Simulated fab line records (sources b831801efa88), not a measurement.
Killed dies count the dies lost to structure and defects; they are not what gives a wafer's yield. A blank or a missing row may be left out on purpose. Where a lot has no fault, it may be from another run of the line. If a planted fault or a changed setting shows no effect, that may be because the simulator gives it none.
Struck lot and sound lot, side by side + flow sky130 + 22 steps out of a route of 708
Sound: wafers L154.2, L154.5, L154.6. Wafers L164.1, L164.2, L164.4 were the ones struck. At the end, the cause is stated.
For every step that has rows: the tool of each side, followed by ch and its chambers, followed by its first start. Under that, the readings that differ: sound wafers + struck wafers + difference of the means + sigmas: that difference in standard deviations of wafers without a fault.
alike: readings with means less than 2 such deviations apart, plus words and numbers identical on both sides. not compared: withheld readings, readings lacking a value on some wafer, bounds such as >300 that could conceal the same value, and numbers that have no deviation in the record and whose values overlap.
A row with sigmas, a row that says differs or no value, or rows on one side alone: a step with any of these is where the two part. When numbers do not overlap yet have no deviation, they are printed without sigmas and do not part them. A reading that every wafer of one side lacks parts them only if that side has two wafers or more.

first, 4 steps without rows for these wafers: SKY_VT_ADJUST_PCH_SOFTBAKE_03; SKY_VT_ADJUST_PCH_EXPOSE_04 (exposes mask NWM, target cd 840 nm); SKY_VT_ADJUST_PCH_PEB_05; SKY_VT_ADJUST_PCH_DEVELOP_06 (develop time 60 s).
SKY_VT_ADJUST_PCH_OVL_MEAS_07:
  sound: overlay-01 at day 11 01:29; struck: overlay-02 at day 14 01:30
  alike: VT_ADJUST_PCH_OVL
next, for these wafers, 1 step has no rows: SKY_VT_ADJUST_PCH_IMPLANT_08.
SKY_VT_ADJUST_PCH_STRIP_09: strips in O2/N2.
  sound on plasma asher-01 ch 0,1, day 11 01:40; struck on plasma asher-01 ch 0,1, day 14 01:41
  alike: drypump motor current A, oes product au, strip time to endpoint s
  not compared: rf hours counter h
SKY_VT_ADJUST_PCH_TW_MEAS_10:
  sound: film metro-02 at day 11 01:46; struck: film metro-01 at day 14 01:47
  alike: VT_ADJUST_PCH_TW
then, 4 steps without rows for these wafers: SKY_SONOS_TUNNEL_DEHYDRATE_00 (time 60 s); SKY_SONOS_TUNNEL_HMDS_01 (prime time 60 s); SKY_SONOS_TUNNEL_COAT_02 (resist thk 1140 nm); SKY_SONOS_TUNNEL_SOFTBAKE_03 (time 60 s).
SKY_SONOS_TUNNEL_EXPOSE_04: exposes mask TUNM, target cd 410 nm.
  sound on iline stepper-02 ch 0, day 11 13:57; struck on iline stepper-02 ch 0, day 14 14:47
| reading | sound                | struck            | difference | sigmas |
|---------|----------------------|-------------------|------------|--------|
| mask    | TUNM#0 TUNM#0 TUNM#0 | NWM#0 NWM#0 NWM#0 | differs    |        |
then, 2 steps without rows for these wafers: SKY_SONOS_TUNNEL_PEB_05; SKY_SONOS_TUNNEL_DEVELOP_06 (develop time 60 s).
SKY_SONOS_TUNNEL_CD_MEAS_07: the cd target is 410 nm.
  sound: cd sem-02 at day 12 01:33; struck: cd sem-02 at day 15 03:05
| reading    | sound             | struck | difference                    | sigmas |
|------------|-------------------|--------|-------------------------------|--------|
| cd nm (nm) | 409.2 411.3 414.0 | - - -  | no value on the struck wafers |        |
SKY_SONOS_TUNNEL_OVL_MEAS_08:
  sound: overlay-02 at day 12 01:39; struck: overlay-02 at day 15 03:13
| reading               | sound        | struck | difference                    | sigmas |
|-----------------------|--------------|--------|-------------------------------|--------|
| SONOS_TUNNEL_OVL (nm) | 0.0 1.3 -0.7 | - - -  | no value on the struck wafers |        |
then, 3 steps without rows for these wafers: SKY_SONOS_TUNNEL_IMPLANT_09; SKY_SONOS_TUNNEL_WET_ETCH_10 (etches SiO2 in dHF, target depth 14 nm, time 280 s); SKY_SONOS_TUNNEL_STRIP_11 (strips in SPM, time 600 s).
SKY_SONOS_TUNNEL_TW_MEAS_12:
  sound: film metro-04 at day 12 02:08; struck: film metro-02 at day 15 03:53
| reading         | sound             | struck         | difference | sigmas      |
|-----------------|-------------------|----------------|------------|-------------|
| SONOS_TUNNEL_TW | 198.6 198.0 197.1 | 30.1 30.1 30.0 | -167.8     | -99 or more |
  not compared: hold
SKY_PAD_OPEN_PROBE_99:
  the record holds rows for the sound wafers here (prober-01, day 46 10:50) but none for the struck ones

WHERE THEY PART
Earliest at SKY_SONOS_TUNNEL_EXPOSE_04; latest, in this record, at SKY_PAD_OPEN_PROBE_99.

WHY: what the simulator had put in
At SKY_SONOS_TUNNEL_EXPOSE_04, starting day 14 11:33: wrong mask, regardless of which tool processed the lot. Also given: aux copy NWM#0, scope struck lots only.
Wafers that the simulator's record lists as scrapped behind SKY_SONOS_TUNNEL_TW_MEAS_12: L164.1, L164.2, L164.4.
